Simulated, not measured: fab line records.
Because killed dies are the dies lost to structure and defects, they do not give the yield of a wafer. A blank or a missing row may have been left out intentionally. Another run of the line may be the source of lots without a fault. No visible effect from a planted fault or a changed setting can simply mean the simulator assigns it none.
Which tool did it? -- flow sky130 -- 12 lots, 36 wafers sampled, at 2 steps of a route of 708

WHAT THE GAUGES READ, wafer by wafer
SKY_CONTACT_RS_MEAS_25: measurement is done with a four-point probe. Usual: CONTACT_W_RS typically reads 0.3373 ohm/sq, with standard deviation 0.0029.
lot,measured,on,CONTACT_W_RS (ohm/sq),flag
L857,day 31 23:44,film-metro-04,0.3394 0.3365 0.3370,
L862,day 33 07:37,film-metro-03,0.3363 0.3398 0.3383,
L864,day 33 20:27,film-metro-01,0.3350 0.3343 0.3349,
L863,day 33 21:46,film-metro-04,0.3407 0.3437 0.3425,
L867,day 34 11:26,film-metro-04,0.3340 0.3359 0.3372,
L871,day 35 20:14,film-metro-03,0.3357 0.3341 0.3381,
L870,day 35 22:42,film-metro-03,0.3349 0.3330 0.3346,
L868,day 36 00:55,film-metro-03,0.3388 0.3365 0.3349,
L873,day 36 20:17,film-metro-03,0.3336 0.3342 0.3408,
L874,day 37 06:27,film-metro-01,0.3387 0.3334 0.3377,
L876,day 37 11:10,film-metro-01,0.3389 0.3357 0.3397,
L875,day 37 12:14,film-metro-01,0.3362 0.3369 0.3346,

EACH LOT AND THE TOOL THAT RAN IT (in order: tool; ch and the chambers of the sampled wafers; start)
lot,SKY_CONTACT_ETCH_18
L857,"rie-diel-03 ch 0,3, day 31 23:44 or earlier"
L862,"rie-diel-03 ch 2,3, day 33 07:37 or earlier"
L864,"rie-diel-03 ch 0,1,2, day 33 20:27 or earlier"
L863,"rie-diel-01 ch 0,1, day 33 21:46 or earlier"
L867,"rie-diel-03 ch 0,1,3, day 34 11:26 or earlier"
L871,"rie-diel-03 ch 0,1, day 35 20:14 or earlier"
L870,"rie-diel-03 ch 0,1, day 35 22:42 or earlier"
L868,"rie-diel-04 ch 2,3, day 36 00:55 or earlier"
L873,"rie-diel-04 ch 1,2,3, day 36 20:17 or earlier"
L874,"rie-diel-01 ch 0, day 37 06:27 or earlier"
L876,"rie-diel-04 ch 1,2,3, day 37 11:10 or earlier"
L875,"rie-diel-03 ch 1,2, day 37 12:14 or earlier"
- SKY_CONTACT_ETCH_18: etches Si3N4 in CHF3/O2, stops on TiN, time 39 s, target depth 75 nm.

WHAT THE TOOLS THEMSELVES READ (means of the sampled wafers that have a number; where no wafer has one, the mark that the record gives instead)
SKY_CONTACT_ETCH_18. Usual: O2_flow_sccm 5.000 sccm, standard deviation 0.015; drypump-motor-current-A 5.8 A, standard deviation 0.51; oes-product-au 0.852 a.u., standard deviation 0.0074; throttle-valve-pct 8.793 %, standard deviation 0.0097.
lot,tool,O2_flow_sccm (sccm),drypump-motor-current-A (A),oes-product-au (a.u.),throttle-valve-pct (%),flag
L857,rie-diel-03,5.017,6.5,0.845,8.788,
L862,rie-diel-03,5.015,6.2,0.860,8.791,
L864,rie-diel-03,4.990,5.9,0.846,8.794,
L863,rie-diel-01,5.010,5.5,0.859,8.791,
L867,rie-diel-03,5.003,6.1,0.852,8.793,
L871,rie-diel-03,5.020,5.5,0.850,8.791,
L870,rie-diel-03,4.991,6.0,0.854,8.792,
L868,rie-diel-04,5.000,5.8,0.847,8.792,
L873,rie-diel-04,4.996,5.8,0.854,8.797,
L874,rie-diel-01,4.990,5.5,0.847,8.790,
L876,rie-diel-04,4.999,5.8,0.853,8.802,
L875,rie-diel-03,4.994,5.4,0.854,8.793,

THE ANSWER, worked out from the rows above alone
Rule: a lot is off if the mean of its wafers that have a number lies more than 3 standard deviations from the usual mean. A lot without any number at a reading at which 4 lots or more have one is off too. Where the step has rows for the other lots, those lots are counted as sound. After the gauges, taken in route order, come the tools' own readings; for these a lot's mean is taken, as printed above. At the first step where some lot is off, the reading lying furthest off is the one used; lots without a number count as furthest.
Nothing can be told from this: no lot is off at any reading shown.

WHAT HAD BEEN PUT IN BY THE SIMULATOR
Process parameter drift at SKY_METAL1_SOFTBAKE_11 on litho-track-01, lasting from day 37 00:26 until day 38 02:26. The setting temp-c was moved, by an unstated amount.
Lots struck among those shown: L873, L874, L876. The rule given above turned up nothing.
